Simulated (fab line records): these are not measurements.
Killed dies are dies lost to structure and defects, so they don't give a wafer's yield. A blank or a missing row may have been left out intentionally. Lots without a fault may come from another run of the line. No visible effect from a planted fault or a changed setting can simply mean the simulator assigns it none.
Problem report in the 8D (eight disciplines) form, filled by code ; flow gf180mcu ; the parts of the form that need people (team, actions taken, sign-off) are left out

== 1. PROBLEM STATEMENT ==
V2_W_RS at GF_V2_RS_MEAS_24 reads a mean of 0.361 ohm/sq on 6 wafers of 2 lots; wafers without a fault read 0.327 ohm/sq with a standard deviation of 0.003. Measured from the usual mean, that is +11 standard deviations.
The step: measures by four-point-probe.
Earliest sighting: wafer L976.1 on film-metro-04 at day 25 22:13. At this step, 36 wafers from 12 lots have a number in the record. Rule for "out" (also "out of limits"): further than 4 standard deviations from the usual mean. The rest of the wafers with a number are treated as sound.

== 2. WHAT IT IS, WHAT IT ISN'T ==
question;is;is not
which readings at this step;V2_W_RS;-
which lots;L976, L979;L961, L962, L963, L966, L967, L968, L970, L972, L974, L983
which wafers of those lots;all that have a number;-
read on which gauges;film-metro-01, film-metro-04;film-metro-03
when;from day 25 22:13;"up to then (27 sound wafers); but 3 sound wafers of L983 came after"

== 3. WHAT RULES OUT EACH SUSPECT ==
Counting: a tool stays on the suspect list if, at a process step up to the reading, it processed all lots that are out and no sound lot following the first of them.
- ruled out: the gauge at GF_V2_RS_MEAS_24. 2 gauges (film-metro-01, film-metro-04) read the wafers that are out.
- cmp-02 at GF_V2_CMP_04 (polishes SiO2): ruled out as a lasting fault. The sound lots L983 went through it after L976, its earliest lot that is out (day 25 00:04).
- pvd-sputter-03 at GF_V2_SPUTTER_22 (material TiN, target thk 10 nm, time 40 s): kept. It processed each lot that is out, first L976 at day 25 22:04, and no sound lot thereafter; up to then, the last sound lot it processed was L974 at day 25 11:06.
- cvd-w-02 at GF_V2_CVD_23 (deposits W, target thk 350 nm, time 104.94 s): kept. It processed each lot that is out, first L976 at day 25 22:06, and no sound lot thereafter; up to then, the last sound lot it processed was L970 at day 24 00:36.
After counting, pvd-sputter-03 at GF_V2_SPUTTER_22 and cvd-w-02 at GF_V2_CVD_23 remain.

== 4. THE CAUSE (what the simulator had put in) ==
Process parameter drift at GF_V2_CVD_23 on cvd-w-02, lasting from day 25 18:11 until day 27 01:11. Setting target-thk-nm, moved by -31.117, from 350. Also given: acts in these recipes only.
After counting, 2 suspects remain, this tool included.

== 5. THE CHAIN OF EFFECTS, in route order ==
Rows list readings where the struck wafers' mean (over those with a number) sits beyond 3 standard deviations from the usual. Readings are gone through only where the record gives a usual standard deviation; hours: the median, over the lots, of the time from a lot's start at the first step in this table giving one to that lot's start at this step; sigmas: the change measured in usual standard deviations.
hours;step;reading;usual;on struck wafers;change;sigmas
0;GF_V2_RS_MEAS_24;V2_W_RS;0.327 ohm/sq;0.361;+0.034;+11
0;GF_V2_THK_MEAS_25;V2_W_THK;366 nm;329;-37;-5.5

== 6. HOW IT WOULD HAVE BEEN CAUGHT EARLIER ==
In this record the first reading out of limits at a measuring or inspecting step was taken at day 25 22:13, 4 hours after the fault began at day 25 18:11.
No tool reading at GF_V2_CVD_23 that has a usual standard deviation in the record was out on any struck wafer, so an alarm limit of 4 standard deviations on those readings would not have fired.
Lots out: 2; of these, L979 started GF_V2_CVD_23 on cvd-w-02 after day 25 22:13. A tool hold placed at that time would have kept it from harm.
